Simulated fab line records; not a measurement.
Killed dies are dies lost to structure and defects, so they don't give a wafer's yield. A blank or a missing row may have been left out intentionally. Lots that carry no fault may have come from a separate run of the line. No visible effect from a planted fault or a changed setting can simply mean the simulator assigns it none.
Matching of chambers    flow gf180mcu    pecvd-04 running GF_SAB_CVD_00: 3 sister chambers
The step deposits SiO2 from TEOS, target thk 50 nm, time 4.9302 s. 14 wafers are shown with their chamber, then 7 later ones without.

== WAFERS PAIRED WITH THEIR CHAMBERS ==
wafer   chamber  heater-power-w (W)
L978.2  0        610
L978.5  2        676
L978.6  0        623
L979.1  0        687
L979.2  1        856
L979.3  2        674
L981.1  2        753
L981.4  0        630
L981.6  1        833
L983.2  2        635
L983.4  2        628
L983.5  1        869
L990.1  1        730
L990.4  2        754

SIGNATURES (means of the wafers above)
reading         chamber 0  chamber 1  chamber 2  scatter within a chamber
heater-power-w  637.50     822.00     686.67     52.9
Rule: for a wafer and a chamber, the distance is found by dividing, reading by reading, the gap between the wafer's reading and the chamber's mean by the reading's scatter, squaring, summing and taking the root. The wafer belongs to the nearest chamber; if the next one is less than 2 further off, it can't be placed. How the scatter is found: for the shown wafers, subtract from each reading the mean of its chamber, square and add these, divide the total by (wafers less chambers), then take the root.

== WAFERS WITHOUT THEIR CHAMBER ==
wafer   heater-power-w (W)
L990.5  747
L997.2  743
L997.3  866
L997.5  883
L998.1  614
L998.5  622
L998.6  796

== WHICH CHAMBER EACH WENT THROUGH ==
wafer   from the rows above           in truth
L990.5  can't be placed: 2 or 1 or 0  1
L997.2  can't be placed: 2 or 1 or 0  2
L997.3  1                             1
L997.5  1                             1
L998.1  can't be placed: 0 or 2       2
L998.5  can't be placed: 0 or 2       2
L998.6  can't be placed: 1 or 2       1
Correct placement for 2 of the 7. Unplaceable from these rows: 5, with the true chamber sitting among the candidates in 5. Wrongly placed: 0.
